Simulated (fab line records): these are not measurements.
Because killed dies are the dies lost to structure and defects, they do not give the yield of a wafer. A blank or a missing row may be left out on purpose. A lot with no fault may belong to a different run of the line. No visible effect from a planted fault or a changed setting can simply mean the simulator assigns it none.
fab line records    flow sky130
record: lots: 13  wafers: 39  lastDay: 50
route steps=708 shown FIELD_ISO@1 VT_ADJUST_HVTP@94 VT_ADJUST_NCORE@126
lots that met no fault: from a run of the same line without faults
startH: hours from the record's first day to the start of the lot's first wafer shown    waitH: hours elapsed since this lot's preceding step    " the same as in the row above    L1.1+2: one row covering several wafers at once    - no value, or no start given    * or withheld: withheld    < > ~ a bound
route shown NAME@n: NAME is a module with steps in the file, n the number in the route of the first one    usual: the fault-free wafers' mean and standard deviation    same: alike in all rows    chamber/n: place in a boat    sites: the reading at each site    _std_site: the standard deviation of these    _edge_site: inner sites' mean taken away from outer sites' mean    radiusMm: how far each site lies from the wafer's centre    mask NAME#n: copy n    behind: tool/chamber where the wafer was last shaped    hold: reason for holding the lot/hours on hold/outcome of the hold    device: the transistor (n, p or np) that didn't switch    end of line: tests of these same wafers at the route's end    a step without rows: its recipe alone    killed: not the wafer's yield, but the dies lost to structure and defects at the first sort    map: per-die view of a wafer (x killed, . not killed, _ where there is no die)
set.NAME: the setting as run; set.NAME@STEP: as run at that earlier step    model.NAME: the simulator's own value behind a step, which no gauge read
a sample of lots followed through the steps of the route, with each step as a table and each wafer as a row
services: the hour from which a tool's chamber was out of use, counted from the record's first day as startH (under 0 if before that day), plus the number of hours and why
== steps ==
step: SKY_FIELD_ISO_BOW_MEAS_00
recipe: mode: bow
usual: INCOMING_BOW: 0/6.9
lot.wafer  tool          chamber  startH  waitH  INCOMING_BOW[um]
L203.1     filmMetro-01  -        10.00   -      -10
L203.4     "             -        "       "      1
L203.6     "             -        "       "      3
L205.3     filmMetro-02  -        20.04   -      -13
L205.4     "             -        "       "      -1
L205.5     "             -        "       "      7
L206.3     filmMetro-01  -        25.04   -      0
L206.4     "             -        "       "      0
L206.6     "             -        "       "      -4
L209.3     filmMetro-01  -        40.04   -      9
L209.5     "             -        "       "      6
L209.6     "             -        "       "      -6
L213.1     filmMetro-01  -        60.00   -      -2
L213.2     "             -        "       "      8
L213.4     "             -        "       "      7
L214.3     filmMetro-02  -        65.04   -      5
L214.4     "             -        "       "      9
L214.5     "             -        "       "      5
L216.2     filmMetro-01  -        75.02   -      -2
L216.3     "             -        "       "      -1
L216.4     "             -        "       "      -6
L217.3     filmMetro-02  -        80.04   -      -1
L217.4     "             -        "       "      -6
L217.5     "             -        "       "      -5
L218.2     filmMetro-01  -        85.02   -      5
L218.3     "             -        "       "      -3
L218.6     "             -        "       "      -2
L220.3     filmMetro-03  -        95.04   -      -8
L220.4     "             -        "       "      4
L220.6     "             -        "       "      -1
L221.2     filmMetro-03  -        100.02  -      -7
L221.3     "             -        "       "      9
L221.4     "             -        "       "      -7
L223.1     filmMetro-02  -        110.00  -      3
L223.2     "             -        "       "      13
L223.4     "             -        "       "      0
L224.1     filmMetro-01  -        115.00  -      1
L224.4     "             -        "       "      10
L224.5     "             -        "       "      -10
step: SKY_VT_ADJUST_HVTP_IMPLANT_09
recipe: species: As  energyKev: 150  doseCm2: 4.3e+12  tiltDeg: withheld
lot.wafer   tool          chamber  startH  waitH
L203.1+4+6  implanter-03  0        122.50  0.0
L205.3+4+5  implanter-04  0        138.50  0.1
L205.3+4+5  implanter-04  0        138.82  0.3
L206.3+4+6  implanter-04  0        143.99  0.1
L209.3+5+6  implanter-02  0        162.20  0.1
L209.3+5+6  implanter-02  0        162.53  0.3
L213.1+2+4  implanter-02  0        183.59  0.0
L214.3+4+5  implanter-04  0        189.54  0.1
L214.3+4+5  implanter-04  0        189.86  0.3
L216.2+3+4  implanter-02  0        205.61  0.0
L217.3+4+5  implanter-02  0        208.05  0.1
L218.2+3+6  implanter-03  0        218.22  0.0
L220.3+4+6  implanter-04  0        230.44  0.1
L221.2+3+4  implanter-03  0        237.46  0.0
L223.1+2+4  implanter-03  0        247.88  0.0
L224.1+4+5  implanter-02  0        257.40  0.0
step: SKY_VT_ADJUST_HVTP_TW_MEAS_11
usual: VT_ADJUST_HVTP_TW: 1360/7.1
lot.wafer  tool          chamber  startH  waitH  VT_ADJUST_HVTP_TW
L203.1     filmMetro-02  -        122.75  0.1    1351
L203.4     "             -        "       "      1353
L203.6     "             -        "       "      1355
L205.3     filmMetro-04  -        139.04  0.1    1700
L205.4     "             -        "       "      1687
L205.5     "             -        "       "      1689
L206.3     filmMetro-04  -        144.21  0.1    1360
L206.4     "             -        "       "      1356
L206.6     "             -        "       "      1363
L209.3     filmMetro-02  -        162.86  0.2    1686
L209.5     "             -        "       "      1691
L209.6     "             -        "       "      1688
L213.1     filmMetro-03  -        183.84  0.1    1352
L213.2     "             -        "       "      1349
L213.4     "             -        "       "      1357
L214.3     filmMetro-04  -        190.08  0.1    1707
L214.4     "             -        "       "      1698
L214.5     "             -        "       "      1705
L216.2     filmMetro-02  -        205.84  0.1    1367
L216.3     "             -        "       "      1376
L216.4     "             -        "       "      1359
L217.3     filmMetro-03  -        208.27  0.1    1363
L217.4     "             -        "       "      1358
L217.5     "             -        "       "      1360
L218.2     filmMetro-02  -        218.45  0.1    1375
L218.3     "             -        "       "      1375
L218.6     "             -        "       "      1371
L220.3     filmMetro-02  -        230.66  0.1    1366
L220.4     "             -        "       "      1367
L220.6     "             -        "       "      1365
L221.2     filmMetro-02  -        237.69  0.1    1363
L221.3     "             -        "       "      1360
L221.4     "             -        "       "      1363
L223.1     filmMetro-04  -        248.13  0.1    1363
L223.2     "             -        "       "      1362
L223.4     "             -        "       "      1368
L224.1     filmMetro-03  -        257.65  0.1    1349
L224.4     "             -        "       "      1350
L224.5     "             -        "       "      1352
step: SKY_VT_ADJUST_NCORE_CD_MEAS_07
recipe: targetCdNm: 380
usual: cdNm: 379.8/2.5
lot.wafer  tool      chamber  startH  waitH  cdNm
L203.1     cdSem-02  -        182.47  0.1    381.6
L203.4     "         -        "       "      380.7
L203.6     "         -        "       "      381.5
L205.3     cdSem-01  -        199.93  0.1    376.7
L205.4     "         -        "       "      378.7
L205.5     "         -        "       "      375.2
L206.3     cdSem-02  -        206.33  0.1    382.1
L206.4     "         -        "       "      382.9
L206.6     "         -        "       "      381.9
L209.3     cdSem-02  -        225.71  0.1    378.9
L209.5     "         -        "       "      377.5
L209.6     "         -        "       "      378.8
L213.1     cdSem-01  -        248.98  0.1    379.2
L213.2     "         -        "       "      380.6
L213.4     "         -        "       "      379.7
L214.3     cdSem-01  -        257.58  0.1    380.9
L214.4     "         -        "       "      382.3
L214.5     "         -        "       "      382.7
L216.2     cdSem-02  -        274.21  0.1    373.3
L216.3     "         -        "       "      372.9
L216.4     "         -        "       "      371.9
L217.3     cdSem-02  -        276.62  0.1    379.7
L217.4     "         -        "       "      378.4
L217.5     "         -        "       "      379.0
L218.2     cdSem-02  -        287.10  0.1    379.4
L218.3     "         -        "       "      382.7
L218.6     "         -        "       "      380.9
L220.3     cdSem-02  -        301.77  0.1    379.8
L220.4     "         -        "       "      379.4
L220.6     "         -        "       "      381.1
L221.2     cdSem-01  -        307.46  0.1    376.8
L221.3     "         -        "       "      380.1
L221.4     "         -        "       "      375.7
L223.1     cdSem-02  -        319.84  0.1    379.6
L223.2     "         -        "       "      377.7
L223.4     "         -        "       "      379.0
L224.1     cdSem-01  -        330.03  0.1    382.7
L224.4     "         -        "       "      381.3
L224.5     "         -        "       "      381.9
step: SKY_VT_ADJUST_NCORE_STRIP_10
recipe: chemistry: O2/N2  powerW: 1400  pressureMtorr: 1500  platenTempC: withheld  o2FlowSccm: 3000  n2FlowSccm: 300  overashFraction: 0.5
usual: drypumpMotorCurrentA: 5.64/0.18  oesProductAu: 0.716/0.0039  stripTimeToEndpointS: 14.18/0.039
lot.wafer  tool            chamber  startH  waitH  drypumpMotorCurrentA  oesProductAu  rfHoursCounterH  stripTimeToEndpointS
L203.1     plasmaAsher-01  0        182.78  0.1    5.45                  0.711         51               14.19
L203.4     "               1        "       "      5.94                  0.712         -                14.19
L203.6     "               1        "       "      5.95                  0.724         -                14.14
L205.3     plasmaAsher-03  1        200.23  0.1    5.69                  0.720         -                14.20
L205.4     "               0        "       "      5.65                  0.719         -                14.26
L205.5     "               0        "       "      5.66                  0.713         -                14.20
L206.3     plasmaAsher-03  1        206.63  0.1    5.66                  0.712         -                14.11
L206.4     "               0        "       "      5.62                  0.720         -                14.12
L206.6     "               1        "       "      5.65                  0.716         -                14.09
L209.3     plasmaAsher-01  0        226.01  0.1    5.47                  0.718         -                14.18
L209.5     "               0        "       "      5.47                  0.718         -                14.19
L209.6     "               1        "       "      5.93                  0.719         -                14.20
L213.1     plasmaAsher-04  0        249.28  0.1    5.68                  0.715         13               14.15
L213.2     "               1        "       "      5.41                  0.717         13               14.19
L213.4     "               1        "       "      5.41                  0.714         -                14.18
L214.3     plasmaAsher-01  0        257.88  0.1    5.46                  0.717         -                14.28
L214.4     "               1        "       "      5.99                  0.712         -                14.27
L214.5     "               0        "       "      5.46                  0.713         -                14.22
L216.2     plasmaAsher-03  1        274.50  0.1    5.67                  0.711         58               14.19
L216.3     "               1        "       "      5.69                  0.713         -                14.19
L216.4     "               0        "       "      5.61                  0.716         -                14.20
L217.3     plasmaAsher-01  0        276.92  0.1    5.45                  0.714         -                14.13
L217.4     "               1        "       "      5.90                  0.708         -                14.21
L217.5     "               0        "       "      5.46                  0.713         -                14.16
L218.2     plasmaAsher-01  1        287.38  0.1    5.97                  0.717         62               14.22
L218.3     "               0        "       "      5.44                  0.711         -                14.22
L218.6     "               0        "       "      5.47                  0.720         -                14.23
L220.3     plasmaAsher-01  1        302.07  0.1    5.97                  0.718         -                14.19
L220.4     "               0        "       "      5.46                  0.711         -                14.23
L220.6     "               1        "       "      5.97                  0.722         -                14.21
L221.2     plasmaAsher-04  1        307.75  0.1    5.42                  0.712         18               14.15
L221.3     "               1        "       "      5.40                  0.714         -                14.13
L221.4     "               0        "       "      5.69                  0.710         -                14.14
L223.1     plasmaAsher-03  0        320.15  0.1    5.62                  0.714         62               14.16
L223.2     "               1        "       "      5.67                  0.725         62               14.17
L223.4     "               0        "       "      5.62                  0.714         -                14.17
L224.1     plasmaAsher-04  0        330.33  0.1    5.67                  0.715         21               14.13
L224.4     "               0        "       "      5.67                  0.715         -                14.17
L224.5     "               1        "       "      5.43                  0.719         -                14.12
== services ==
tool            chamber  startH  hours  kind
implanter-02    -        100.37  0.7    repair
plasmaAsher-04  -        108.75  9.0    pm
plasmaAsher-04  0        108.75  9.0    ventCycle
plasmaAsher-04  1        108.75  9.0    ventCycle
plasmaAsher-04  -        114.03  2.4    repair
plasmaAsher-04  0        117.75  -      clean
plasmaAsher-04  1        117.75  -      clean
implanter-03    -        137.55  5.6    pm
implanter-03    -        172.11  3.2    repair
plasmaAsher-01  -        189.02  2.8    pm
plasmaAsher-01  -        206.80  1.6    repair
plasmaAsher-03  -        227.99  5.0    repair
plasmaAsher-04  -        231.82  2.7    repair
implanter-04    -        237.74  0.9    repair
implanter-02    -        248.99  2.6    repair
implanter-04    -        251.19  12.7   pm
implanter-03    -        260.73  12.5   repair
implanter-04    -        307.26  1.9    repair
plasmaAsher-03  -        322.64  28.1   pm
== key ==
firstSign: step: SKY_VT_ADJUST_HVTP_IMPLANT_09  reading: visit  direction: added
effect: step: SKY_VT_ADJUST_HVTP_TW_MEAS_11  reading: VT_ADJUST_HVTP_TW  direction: up  sigmas: 47  usual: 1360  struck: 1695
metAt SKY_VT_ADJUST_HVTP_IMPLANT_09
struckLots L205,L209,L214
testerLeftOut L205,L209,L214
notActingAt SKY_FIELD_ISO_BOW_MEAS_00,SKY_VT_ADJUST_NCORE_CD_MEAS_07,SKY_VT_ADJUST_NCORE_STRIP_10
fault: kind: repeatedStepWhole  tool: implanter-02,implanter-03,implanter-04  chamber: -  onsetH: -  steps: SKY_VT_ADJUST_HVTP_IMPLANT_09  times: 1  scope: struckLotsOnly
testerLeftOut: of these lots the tester's yield and bins aren't shown, on N5 and GAA mostly nor the transistor test; their killed dies are dies lost to structure and defects alone, not to doping, threshold or leakage, so they don't give the yield
